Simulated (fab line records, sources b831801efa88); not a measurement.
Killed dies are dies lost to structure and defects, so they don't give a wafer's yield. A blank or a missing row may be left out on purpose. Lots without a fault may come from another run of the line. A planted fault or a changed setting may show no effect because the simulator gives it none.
A struck lot beside a sound one | flow gf180mcu | 26 steps out of a route of 602
Sound: wafers L425.3, L425.5, L425.6. Struck: wafers L413.2, L413.5, L413.6. The cause comes at the end.
At each step with rows: each side's tool, then ch and its chambers, then its first start. Under that, the readings that differ: sound wafers | struck wafers | difference of the means | sigmas: that difference in standard deviations of wafers without a fault.
alike: readings whose means differ by less than 2 such deviations, and words and numbers that are the same on both sides. not compared: withheld readings, readings that some wafer has no value for, bounds like >300 that may hide the same value, and numbers for which the record gives no deviation and whose values overlap.
The two part at a step that has a row with sigmas, a row that says differs or no value, or rows on one side only. Numbers that don't overlap but have no deviation are shown without sigmas and don't part them. A reading that every wafer of one side lacks parts them only if that side has two wafers or more.

first, 1 step without rows for these wafers: GF_MVPSD_IMPLANT_09.
GF_MVPSD_STRIP_10: strips in O2/N2.
  sound on plasma_asher-01 ch 0,1, day 9 09:01; struck on plasma_asher-02 ch 0,1, day 6 11:24
  alike: chamber_pressure_mTorr, drypump_motor_current_A, heater_power_w, o2_flow_sccm, oes_product_au, strip_time_to_endpoint_s
  not compared: rf_hours_counter_h
GF_MVPSD_TW_MEAS_11:
  sound on film_metro-01, day 9 09:06; struck on film_metro-03, day 6 11:31
  alike: MVPSD_TW
then, 7 steps without rows for these wafers: GF_VT_IMPLANT_DEHYDRATE_00 (time 60 s); GF_VT_IMPLANT_HMDS_01 (prime time 60 s); GF_VT_IMPLANT_COAT_02 (resist thk 1000 nm); GF_VT_IMPLANT_SOFTBAKE_03 (time 60 s); GF_VT_IMPLANT_EXPOSE_04 (exposes mask LVPWELL LV AREA, target cd 600 nm); GF_VT_IMPLANT_PEB_05; GF_VT_IMPLANT_DEVELOP_06 (develop time 60 s).
GF_VT_IMPLANT_OVL_MEAS_07:
  sound on overlay-02, day 10 02:46; struck on overlay-01, day 7 02:50
  reading             | sound          | struck      | difference | sigmas
  VT_IMPLANT_OVL (nm) | -2.5 -0.8 -1.6 | 2.1 0.3 2.1 | +3.1       | +2
then, 1 step without rows for these wafers: GF_VT_IMPLANT_IMPLANT_08.
GF_VT_IMPLANT_STRIP_09: strips in O2/N2.
  sound on plasma_asher-04 ch 0,1, day 10 02:59; struck on plasma_asher-01 ch 0,1, day 7 03:01
  no value came back on the struck wafers for any of 6 readings (chamber_pressure_mTorr (mTorr), drypump_motor_current_A (A) and others); on the sound wafers chamber_pressure_mTorr (mTorr) reads 1500.8 1499.9 1502.9
  reading                                         | sound | struck            | difference | sigmas
  model.NOVOLAK_of_VT_IMPLANT_COAT_02.thk_nm (nm) | 0 0 0 | 994.1 998.6 995.4 | +996.0     |
  not compared: rf_hours_counter_h
GF_VT_IMPLANT_TW_MEAS_10:
  sound on film_metro-02, day 10 03:04; struck on film_metro-03, day 7 03:08
  reading       | sound       | struck      | difference | sigmas
  VT_IMPLANT_TW | 556 554 557 | 570 571 571 | +15        | +3
then, 7 steps without rows for these wafers: GF_VT_IMPLANT_DEHYDRATE_11 (time 60 s); GF_VT_IMPLANT_HMDS_12 (prime time 60 s); GF_VT_IMPLANT_COAT_13 (resist thk 1000 nm); GF_VT_IMPLANT_SOFTBAKE_14 (time 60 s); GF_VT_IMPLANT_EXPOSE_15 (exposes mask Nwell LV AREA, target cd 860 nm); GF_VT_IMPLANT_PEB_16; GF_VT_IMPLANT_DEVELOP_17 (develop time 60 s).
GF_VT_IMPLANT_OVL_MEAS_18:
  sound on overlay-01, day 10 21:40; struck on overlay-01, day 7 19:20
  alike: VT_IMPLANT_01_OVL
then, 1 step without rows for these wafers: GF_VT_IMPLANT_IMPLANT_19.
GF_VT_IMPLANT_STRIP_20: strips in O2/N2.
  sound on plasma_asher-01 ch 0,1, day 10 21:53; struck on plasma_asher-01 ch 0,1, day 7 19:31
  reading                      | sound             | struck            | difference | sigmas
  strip_time_to_endpoint_s (s) | 12.68 12.65 12.67 | 27.52 27.66 27.56 | +14.91     | +99 or more
  alike: chamber_pressure_mTorr, drypump_motor_current_A, heater_power_w, o2_flow_sccm, oes_product_au
  not compared: rf_hours_counter_h
GF_VT_IMPLANT_TW_MEAS_21:
  sound on film_metro-03, day 10 21:58; struck on film_metro-02, day 7 19:58
  reading         | sound          | struck   | difference | sigmas
  VT_IMPLANT_2_TW | 1223 1218 1231 | 30 30 30 | -1194      | -99 or more
  not compared: hold
GF_PASSIVATION_PROBE_99:
  the record has rows for the sound wafers here (prober-02, day 33 23:19) and none for the struck ones

WHERE THEY PART
First at GF_VT_IMPLANT_OVL_MEAS_07; last, within this record, at GF_PASSIVATION_PROBE_99.

WHY: what the simulator had put in
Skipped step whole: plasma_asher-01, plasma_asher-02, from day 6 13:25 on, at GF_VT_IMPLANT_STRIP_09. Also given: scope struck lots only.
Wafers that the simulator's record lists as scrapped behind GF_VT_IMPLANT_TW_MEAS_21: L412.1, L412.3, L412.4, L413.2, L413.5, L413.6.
